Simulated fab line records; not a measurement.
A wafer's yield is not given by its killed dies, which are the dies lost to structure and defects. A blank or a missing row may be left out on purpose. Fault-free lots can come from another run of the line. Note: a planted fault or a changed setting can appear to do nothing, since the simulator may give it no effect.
A single fault, viewed from 2 desks + flow sky130 + every desk sees just its own numbers, and what lay behind them comes last

## THE TOOL OWNER'S DESK: litho-track-02
At SKY_SD_P_SOFTBAKE_03 (time 60 s), the tool's own readings, given per lot that ran on this tool as the mean of the sampled wafers with a number. Marked OUT: a lot whose mean sits more than 4 standard deviations from the usual mean, which makes it out of limits; the brackets give that distance.
Columns: A = heater-power-total-W at SKY_SD_P_SOFTBAKE_03, usual 56.59 W; B = plate-temp-C at SKY_SD_P_SOFTBAKE_03, usual 89.98 C
| lot  | first seen here | A               | B               |
|------|-----------------|-----------------|-----------------|
| L219 | day 25 18:34    | 56.62           | 90.11           |
| L227 | day 28 11:38    | 56.64           | 89.96           |
| L230 | day 29 15:16    | 56.63           | 90.07           |
| L235 | day 31 14:05    | 53.48 (-69) OUT | 86.51 (-32) OUT |
| L237 | day 31 19:44    | 53.45 (-70) OUT | 86.47 (-32) OUT |
Finding of this desk: L235, L237 out of limits; the first was L235 at day 31 14:05, on heater-power-total-W at SKY_SD_P_SOFTBAKE_03. L219, L227, L230 stayed within limits.

## METROLOGY DESK
Means of the sampled wafers that have a number, per lot and without regard to the tool the lot ran on: this is what the gauges read. Marked OUT: a lot whose mean sits more than 4 standard deviations from the usual mean, which makes it out of limits; the brackets give that distance.
Columns: A = LDD_LDN_OVL at SKY_LDD_LDN_OVL_MEAS_07, usual -0.3 nm; B = LI_CONTACT_HDPCVD_THK at SKY_LI_CONTACT_THK_MEAS_01, usual 930 nm; C = LI_CONTACT_BOW at SKY_LI_CONTACT_BOW_MEAS_03, usual 56 um
| lot  | first seen here | A    | B   | C  |
|------|-----------------|------|-----|----|
| L219 | day 23 19:15    | -1.2 | 939 | 53 |
| L218 | day 24 14:48    | -2.0 | 917 | 70 |
| L224 | day 25 01:53    | 1.9  | 938 | 56 |
| L226 | day 25 22:50    | 0.9  | 925 | 52 |
| L227 | day 26 13:25    | -0.1 | 929 | 59 |
| L228 | day 26 14:03    | -0.6 | 932 | 54 |
| L230 | day 27 06:07    | -1.7 | 930 | 56 |
| L234 | day 29 03:53    | -0.8 | 930 | 53 |
| L233 | day 29 07:55    | 0.2  | 924 | 49 |
| L235 | day 29 17:00    | -0.2 | 925 | 53 |
| L237 | day 29 22:30    | -0.4 | 934 | 55 |
| L238 | day 30 04:31    | -1.8 | 931 | 58 |
| L240 | day 30 21:16    | 1.3  | 922 | 56 |
| L241 | day 31 03:54    | -1.8 | 925 | 51 |
This desk's finding: nothing out of limits on any of the 14 lots.

## ALL TOGETHER
The tool owner's desk had the chance to raise an alarm at day 31 14:05 on L235, L237.
From the metrology desk's view, nothing was out of limits.
The metrology desk has L235, L237 on record, within its limits.
Of the lots named, all ran SKY_SD_P_SOFTBAKE_03 on litho-track-02.

## WHAT THE SIMULATOR HAD PUT IN
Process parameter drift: litho-track-02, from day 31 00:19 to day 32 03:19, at SKY_SD_P_SOFTBAKE_03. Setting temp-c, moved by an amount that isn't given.
Struck lots among those shown: L235, L237.
Delay in hours, fault start to first out-of-limits reading, by desk: the tool owner's desk at 14.
